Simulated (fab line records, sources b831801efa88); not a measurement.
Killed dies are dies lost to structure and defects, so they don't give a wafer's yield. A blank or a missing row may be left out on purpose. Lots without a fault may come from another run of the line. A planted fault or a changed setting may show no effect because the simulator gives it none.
Chamber matching | flow gf180mcu | GF_DUAL_GATE_WET_ETCH_12 on wet_bench-04: 4 sister chambers
The step etches SiO2 in dHF, target depth 13 nm, time 260 s. 8 wafers are shown with their chamber, then 9 later ones without.

WAFERS WITH THEIR CHAMBER
wafer  | chamber | temp_c (C)
L406.2 | 2       | 24.97
L406.4 | 2       | 24.96
L408.5 | 0       | 24.96
L408.6 | 0       | 24.96
L409.4 | 3       | 24.97
L409.5 | 3       | 25.15
L411.4 | 1       | 24.91
L411.6 | 1       | 24.92

WAFERS WITHOUT THEIR CHAMBER
wafer  | temp_c (C)
L412.4 | 25.18
L412.5 | 25.06
L412.6 | 24.95
L421.3 | 25.13
L421.4 | 25.11
L421.5 | 25.10
L422.1 | 25.18
L422.2 | 25.16
L422.4 | 25.25

WHICH CHAMBER EACH WENT THROUGH
wafer  | from the rows above               | in truth
L412.4 | can't be placed: 3 or 2 or 0      | 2
L412.5 | can't be placed: 3 or 2 or 0      | 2
L412.6 | can't be placed: 0 or 2 or 1 or 3 | 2
L421.3 | can't be placed: 3 or 2 or 0      | 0
L421.4 | can't be placed: 3 or 2 or 0      | 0
L421.5 | can't be placed: 3 or 2 or 0      | 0
L422.1 | can't be placed: 3 or 2 or 0      | 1
L422.2 | can't be placed: 3 or 2 or 0      | 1
L422.4 | can't be placed: 3 or 2 or 0      | 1
Placed correctly: 0 of 9. Can't be placed from these rows: 9 (the true chamber is among the candidates in 6). Placed wrongly: 0.
How it was worked out, from the rows above alone: a wafer's distance from a chamber is the root of the sum, over the readings, of the square of ((its reading less the chamber's mean) divided by the reading's scatter). The wafer belongs to the nearest chamber; if the next one is less than 2 further off, it can't be placed. A chamber's mean is the mean of its shown wafers. The scatter: the root of (the sum of the squares of (reading less its chamber's mean) over the shown wafers, divided by (wafers less chambers)).
